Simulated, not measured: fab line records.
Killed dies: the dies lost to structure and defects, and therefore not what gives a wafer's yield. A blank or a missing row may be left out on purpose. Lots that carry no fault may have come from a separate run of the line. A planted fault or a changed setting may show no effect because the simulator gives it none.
Which tool was responsible? ; flow gf180mcu ; Sampling: 6 lots, 18 wafers, 3 of 602 route steps

## WHAT EACH GAUGE READ, for each wafer
GF_PSD_TW_MEAS_11.
lot;measured;on;PSD_TW
L143;day 15 01:05;film_metro-01;3140 3157 3164
L145;day 15 17:10;film_metro-01;3160 3150 3151
L154;day 18 18:08;film_metro-03;3047 3060 3048
L156;day 19 19:02;film_metro-01;3027 3033 3038
L162;day 21 09:22;film_metro-01;3153 3157 3157
L164;day 22 05:22;film_metro-03;3170 3174 3176

## WHICH TOOL RAN EACH LOT (tool, then ch and the chambers of the sampled wafers, then the start)
lot;GF_PSD_IMPLANT_09;GF_PSD_STRIP_10
L143;implanter-04 ch 0, day 15 00:52;plasma_asher-03 ch 0,1, day 15 00:59
L145;implanter-01 ch 0, day 15 16:55;plasma_asher-02 ch 0,1, day 15 17:04
L154;implanter-01 ch 0, day 18 17:55;plasma_asher-03 ch 0,1, day 18 18:03
L156;implanter-01 ch 0, day 19 18:48;plasma_asher-04 ch 0,1, day 19 18:55
L162;implanter-04 ch 0, day 21 09:09;plasma_asher-03 ch 0,1, day 21 09:17
L164;implanter-01 ch 0, day 22 05:08;plasma_asher-04 ch 0,1, day 22 05:15
- GF_PSD_IMPLANT_09
- GF_PSD_STRIP_10: strips in O2/N2.

## THE ANSWER, worked out from the rows above alone
Rule: the usual values come from the lots themselves. Put in order of their means at a reading, lots are off if they are a third of the lots or fewer, leave a main group of 4 or more, and stand apart from it by a gap of 3 or more times the standard deviation of the main group's means; of several such gaps the widest counts. The tables above print the reading to a certain number of digits; a main group whose means all agree to those digits is not used. Also off: a lot with no number at a reading for which 4 or more lots have one. Any other lot the step has rows for is counted as sound.
Off: at GF_PSD_TW_MEAS_11 (PSD_TW), L154, L156. Main group: mean 3159, sd 8.3.
If a tool, at a process step before that reading, ran all the lots that are off and no sound lot after the first of them, it fits. The gauges at GF_PSD_TW_MEAS_11 are tried like those tools. Not one of the candidates tried fits.

## WHAT WAS PUT IN BY THE SIMULATOR
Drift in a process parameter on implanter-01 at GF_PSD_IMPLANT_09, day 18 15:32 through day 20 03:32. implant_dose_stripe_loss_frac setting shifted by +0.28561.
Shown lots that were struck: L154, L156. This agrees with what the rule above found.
